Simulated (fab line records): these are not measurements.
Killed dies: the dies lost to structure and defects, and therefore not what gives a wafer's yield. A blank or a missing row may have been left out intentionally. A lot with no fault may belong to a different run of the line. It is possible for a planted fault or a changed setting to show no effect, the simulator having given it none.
fab line records	flow gf180mcu
record: lots: 15	wafers: 45	last_day: 34
route steps=602 shown STI@25 LVPWELL@61 MVSD@70
lots that met no fault: from a run of the same line without faults
start_h: hours from the record's first day to the start of the lot's first wafer shown	wait_h: hours from the lot's prior step to this one	" same as the row above	L1.1+2: a single row standing in for several wafers	- no value, or no start given	* or withheld: withheld	< > ~ a bound
route shown NAME@n: NAME is a module with steps in the file, n the number in the route of the first one	usual: mean/standard deviation of fault-free wafers	same: alike in all rows	chamber/n: place in a boat	sites: the reading at each site	_std_site: how widely they spread, as a standard deviation	_edge_site: mean of outer sites minus mean of inner sites	radius_mm: how far each site lies from the wafer's centre	mask NAME#n: copy n	behind: the most recent tool/chamber to have shaped the wafer	hold: what put the lot on hold/how long, in hours/how the hold closed	device: the transistor (n, p or np) that didn't switch	end of line: tests of these same wafers at the route's end	for a step that has no rows: nothing shown but its recipe	killed: at the first sort, the dies lost to defects and structure; wafer yield is something else	map: per-die view of a wafer (x killed, . not killed, _ where there is no die)
set.NAME: the setting the step ran with; set.NAME@STEP: the setting that earlier step ran with	model.NAME: the simulator's own value behind a step, which no gauge read
one table for each step of the route and one row for each wafer, over a sample of lots
services: the hour from which a tool's chamber was out of use, counted from the record's first day as start_h (under 0 if before that day), plus the number of hours and why
== steps ==
step: GF_STI_THK_MEAS_24
recipe: reads: SiO2_of_STI_CVD_23
usual: STI_CVD_23_THK: 653/6.1
lot.wafer	tool	chamber	start_h	wait_h	STI_CVD_23_THK[nm]
L826.1	film_metro-04	-	28.27	0.0	652
L826.5	"	-	"	"	645
L826.6	"	-	"	"	650
L827.1	film_metro-04	-	33.37	0.0	663
L827.3	"	-	"	"	655
L827.4	"	-	"	"	657
L828.1	film_metro-04	-	36.98	0.0	656
L828.3	"	-	"	"	661
L828.6	"	-	"	"	655
L829.1	film_metro-03	-	42.54	0.0	655
L829.3	"	-	"	"	660
L829.5	"	-	"	"	652
L831.1	film_metro-04	-	54.22	0.0	655
L831.5	"	-	"	"	657
L831.6	"	-	"	"	656
L832.3	film_metro-03	-	59.51	0.1	646
L832.4	"	-	"	"	644
L832.5	"	-	"	"	653
L839.1	film_metro-03	-	94.58	0.0	644
L839.2	"	-	"	"	649
L839.6	"	-	"	"	655
L840.1	film_metro-04	-	99.57	0.0	651
L840.2	"	-	"	"	653
L840.4	"	-	"	"	653
L841.2	film_metro-01	-	104.73	0.0	655
L841.3	"	-	"	"	661
L841.4	"	-	"	"	655
L842.3	film_metro-01	-	110.40	0.1	651
L842.5	"	-	"	"	649
L842.6	"	-	"	"	645
L843.1	film_metro-04	-	115.20	0.0	648
L843.4	"	-	"	"	651
L843.6	"	-	"	"	653
L844.1	film_metro-04	-	120.63	0.0	653
L844.2	"	-	"	"	649
L844.5	"	-	"	"	646
L845.1	film_metro-04	-	128.23	0.1	645
L845.3	"	-	"	"	654
L845.4	"	-	"	"	653
L846.1	film_metro-01	-	130.57	0.0	653
L846.3	"	-	"	"	656
L846.4	"	-	"	"	657
L849.1	film_metro-04	-	146.07	0.0	653
L849.5	"	-	"	"	654
L849.6	"	-	"	"	657
step: GF_STI_THK_MEAS_30
recipe: reads: SiO2_of_STI_OXIDATION_29
usual: STI_OXIDATION_02_THK: 10.05/0.18
lot.wafer	tool	chamber	start_h	wait_h	STI_OXIDATION_02_THK[nm]
L826.1	film_metro-01	-	30.81	0.0	9.82
L826.5	"	-	"	"	9.87
L826.6	"	-	"	"	9.87
L827.1	film_metro-04	-	35.72	0.0	10.15
L827.3	"	-	"	"	10.11
L827.4	"	-	"	"	10.16
L828.1	film_metro-03	-	39.33	0.0	10.00
L828.3	"	-	"	"	9.90
L828.6	"	-	"	"	10.03
L829.1	film_metro-04	-	45.77	0.0	9.48
L829.3	"	-	"	"	9.41
L829.5	"	-	"	"	9.46
L831.1	film_metro-01	-	59.31	0.0	10.15
L831.5	"	-	"	"	10.09
L831.6	"	-	"	"	10.05
L832.3	film_metro-01	-	62.28	0.0	10.11
L832.4	"	-	"	"	10.26
L832.5	"	-	"	"	10.25
L839.1	film_metro-04	-	97.91	0.0	10.22
L839.2	"	-	"	"	10.15
L839.6	"	-	"	"	10.03
L840.1	film_metro-01	-	101.97	0.0	9.92
L840.2	"	-	"	"	10.08
L840.4	"	-	"	"	10.08
L841.2	film_metro-03	-	107.13	0.0	10.07
L841.3	"	-	"	"	10.07
L841.4	"	-	"	"	10.10
L842.3	film_metro-03	-	113.33	0.0	10.07
L842.5	"	-	"	"	9.88
L842.6	"	-	"	"	10.01
L843.1	film_metro-03	-	117.54	0.0	10.04
L843.4	"	-	"	"	9.79
L843.6	"	-	"	"	9.86
L844.1	film_metro-04	-	122.98	0.0	10.22
L844.2	"	-	"	"	10.04
L844.5	"	-	"	"	10.10
L845.1	film_metro-01	-	131.65	0.0	10.00
L845.3	"	-	"	"	9.97
L845.4	"	-	"	"	10.04
L846.1	film_metro-01	-	133.22	0.0	10.17
L846.3	"	-	"	"	9.98
L846.4	"	-	"	"	10.05
L849.1	film_metro-03	-	149.05	0.0	10.41
L849.5	"	-	"	"	10.36
L849.6	"	-	"	"	10.33
step: GF_LVPWELL_OVL_MEAS_07
usual: LVPWELL_OVL: -0.8/1.4
lot.wafer	tool	chamber	start_h	wait_h	LVPWELL_OVL[nm]
L826.1	overlay-02	-	69.35	-	0.1
L826.5	"	-	"	"	-0.5
L826.6	"	-	"	"	-1.1
L827.1	overlay-02	-	74.12	-	-3.8
L827.3	"	-	"	"	-3.7
L827.4	"	-	"	"	-4.2
L828.1	overlay-01	-	77.65	-	0.2
L828.3	"	-	"	"	1.5
L828.6	"	-	"	"	0.5
L829.1	overlay-02	-	85.26	-	-1.4
L829.3	"	-	"	"	-1.3
L829.5	"	-	"	"	-2.0
L831.1	overlay-01	-	100.32	-	0.4
L831.5	"	-	"	"	-0.5
L831.6	"	-	"	"	0.1
L832.3	overlay-01	-	103.06	-	-0.8
L832.4	"	-	"	"	-0.9
L832.5	"	-	"	"	-0.3
L839.1	overlay-02	-	142.95	-	-2.4
L839.2	"	-	"	"	-0.5
L839.6	"	-	"	"	-0.3
L840.1	overlay-01	-	148.15	-	-1.7
L840.2	"	-	"	"	1.3
L840.4	"	-	"	"	-0.3
L841.2	overlay-01	-	153.48	-	-1.3
L841.3	"	-	"	"	-1.3
L841.4	"	-	"	"	-1.0
L842.3	overlay-01	-	160.31	-	-0.5
L842.5	"	-	"	"	-2.3
L842.6	"	-	"	"	-0.2
L843.1	overlay-01	-	164.60	-	0.2
L843.4	"	-	"	"	1.5
L843.6	"	-	"	"	0.0
L844.1	overlay-01	-	170.42	-	2.1
L844.2	"	-	"	"	0.4
L844.5	"	-	"	"	1.4
L845.1	overlay-02	-	180.82	-	-0.8
L845.3	"	-	"	"	-0.7
L845.4	"	-	"	"	2.9
L846.1	overlay-02	-	182.60	-	-2.2
L846.3	"	-	"	"	-1.9
L846.4	"	-	"	"	-1.0
L849.1	overlay-01	-	199.10	-	0.2
L849.5	"	-	"	"	-0.9
L849.6	"	-	"	"	1.1
step: GF_MVSD_EXPOSE_04
recipe: mask_id: MVSD	target_cd_nm: 1000	na: 0.6	source_shape: conventional	sigma_outer: 0.6	dose_mj: 260
usual: exposure_dose_mJ_cm2: 260.04/0.22	focus_offset_nm: 0.0/0.51
lot.wafer	tool	chamber	start_h	wait_h	mask	exposure_dose_mJ_cm2	focus_offset_nm
L826.1	iline_stepper-02	0	76.69	-	MVSD#0	259.56	-0.4
L826.5	"	0	"	"	MVSD#0	259.81	1.1
L826.6	"	0	"	"	MVSD#0	260.05	0.5
L827.1	iline_stepper-01	0	81.33	-	MVSD#0	260.36	0.2
L827.3	"	0	"	"	MVSD#0	259.99	0.1
L827.4	"	0	"	"	MVSD#0	259.84	-0.2
L828.1	iline_stepper-02	0	85.03	-	MVSD#0	260.02	-0.8
L828.3	"	0	"	"	MVSD#0	259.86	0.4
L828.6	"	0	"	"	MVSD#0	260.11	0.3
L829.1	iline_stepper-02	0	92.90	-	MVSD#0	260.11	0.5
L829.3	"	0	"	"	MVSD#0	260.20	0.0
L829.5	"	0	"	"	MVSD#0	260.06	0.3
L831.1	iline_stepper-01	0	108.63	-	MVSD#0	259.95	-0.8
L831.5	"	0	"	"	MVSD#0	260.04	-0.2
L831.6	"	0	"	"	MVSD#0	259.64	-0.9
L832.3	iline_stepper-01	0	111.29	-	MVSD#0	259.44	1.0
L832.4	"	0	"	"	MVSD#0	259.76	0.0
L832.5	"	0	"	"	MVSD#0	260.00	0.3
L839.1	iline_stepper-01	-	150.83	-	MVSD#0	-	-
L839.2	"	-	"	"	MVSD#0	-	-
L839.6	"	-	"	"	MVSD#0	-	-
L840.1	iline_stepper-02	-	156.58	-	MVSD#0	-	-
L840.2	"	-	"	"	MVSD#0	-	-
L840.4	"	-	"	"	MVSD#0	-	-
L841.2	iline_stepper-01	-	162.43	-	MVSD#0	-	-
L841.3	"	-	"	"	MVSD#0	-	-
L841.4	"	-	"	"	MVSD#0	-	-
L842.3	iline_stepper-01	0	168.24	-	MVSD#0	259.72	-0.6
L842.5	"	0	"	"	MVSD#0	260.24	-1.0
L842.6	"	0	"	"	MVSD#0	259.79	-0.4
L843.1	iline_stepper-01	0	172.85	-	MVSD#0	260.18	-0.5
L843.4	"	0	"	"	MVSD#0	259.79	0.6
L843.6	"	0	"	"	MVSD#0	260.00	0.0
L844.1	iline_stepper-02	0	179.73	-	MVSD#0	260.23	-0.6
L844.2	"	0	"	"	MVSD#0	260.12	-0.5
L844.5	"	0	"	"	MVSD#0	260.08	-0.2
L845.1	iline_stepper-02	0	189.35	-	MVSD#0	259.94	0.8
L845.3	"	0	"	"	MVSD#0	260.00	1.0
L845.4	"	0	"	"	MVSD#0	259.57	0.0
L846.1	iline_stepper-02	0	191.54	-	MVSD#0	260.03	0.4
L846.3	"	0	"	"	MVSD#0	260.28	0.4
L846.4	"	0	"	"	MVSD#0	260.43	-0.8
L849.1	iline_stepper-02	0	208.01	-	MVSD#0	260.22	0.2
L849.5	"	0	"	"	MVSD#0	259.92	-0.1
L849.6	"	0	"	"	MVSD#0	260.07	0.0
== services ==
tool	chamber	start_h	hours	kind
iline_stepper-02	-	97.60	13.0	repair
iline_stepper-02	-	110.63	1.7	pm
iline_stepper-01	-	164.54	1.7	pm
iline_stepper-02	0	164.85	-	calibration
iline_stepper-01	-	173.22	-	calibration
iline_stepper-01	-	185.68	1.4	repair
iline_stepper-01	0	197.30	-	calibration
== key ==
first_sign: step: GF_MVSD_EXPOSE_04	reading: tool_record	direction: missing
effect none on later readings
met_at GF_MVSD_EXPOSE_04
struck_lots L839,L840,L841
sort_left_out L839.1,L839.2,L839.6,L840.1,L840.2,L840.4,L841.2,L841.3,L841.4
tester_left_out L839,L840,L841
not_acting_at GF_STI_THK_MEAS_24,GF_STI_THK_MEAS_30,GF_LVPWELL_OVL_MEAS_07
onset_between 111.29 150.83
fault: kind: skipped_step_whole	tool: iline_stepper-01,iline_stepper-02	chamber: -	onset_h: 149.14	steps: GF_MVSD_EXPOSE_04	scope: struck_lots_only
tester_left_out: of these lots the tester's yield and bins aren't shown, on N5 and GAA mostly nor the transistor test; their killed dies are dies lost to structure and defects alone, not to doping, threshold or leakage, so they don't give the yield
sort_left_out: the simulated sort isn't trusted on such a fault, so these wafers' sort isn't shown, and their yield isn't known
